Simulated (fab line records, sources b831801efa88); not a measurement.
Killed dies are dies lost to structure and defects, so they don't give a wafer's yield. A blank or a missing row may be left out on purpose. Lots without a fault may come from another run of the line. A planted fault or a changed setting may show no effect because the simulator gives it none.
Chamber matching | flow gf180mcu | GF_CONTACT_CVD_02 on pecvd-01: 3 sister chambers
The step deposits SiO2 from TEOS, target thk 860 nm, time 95.992 s. 6 wafers are shown with their chamber, then 9 later ones without.

WAFERS WITH THEIR CHAMBER
wafer  | chamber | heater_power_w (W)
L082.4 | 2       | 511
L082.5 | 0       | 644
L082.6 | 1       | 629
L087.2 | 2       | 619
L087.3 | 0       | 598
L087.5 | 1       | 617

WAFERS WITHOUT THEIR CHAMBER
wafer  | heater_power_w (W)
L092.1 | 702
L092.2 | 654
L092.3 | 556
L092.4 | 564
L092.5 | 722
L092.6 | 606
L097.3 | 723
L097.4 | 793
L097.5 | 542

WHICH CHAMBER EACH WENT THROUGH
wafer  | from the rows above          | in truth
L092.1 | can't be placed: 1 or 0 or 2 | 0
L092.2 | can't be placed: 1 or 0 or 2 | 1
L092.3 | can't be placed: 2 or 0 or 1 | 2
L092.4 | can't be placed: 2 or 0 or 1 | 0
L092.5 | can't be placed: 1 or 0 or 2 | 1
L092.6 | can't be placed: 0 or 1 or 2 | 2
L097.3 | can't be placed: 1 or 0 or 2 | 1
L097.4 | can't be placed: 1 or 0 or 2 | 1
L097.5 | can't be placed: 2 or 0 or 1 | 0
Placed correctly: 0 of 9. Can't be placed from these rows: 9 (the true chamber is among the candidates in 9). Placed wrongly: 0.
How it was worked out, from the rows above alone: a wafer's distance from a chamber is the root of the sum, over the readings, of the square of ((its reading less the chamber's mean) divided by the reading's scatter). The wafer belongs to the nearest chamber; if the next one is less than 2 further off, it can't be placed. A chamber's mean is the mean of its shown wafers. The scatter: the root of (the sum of the squares of (reading less its chamber's mean) over the shown wafers, divided by (wafers less chambers)).
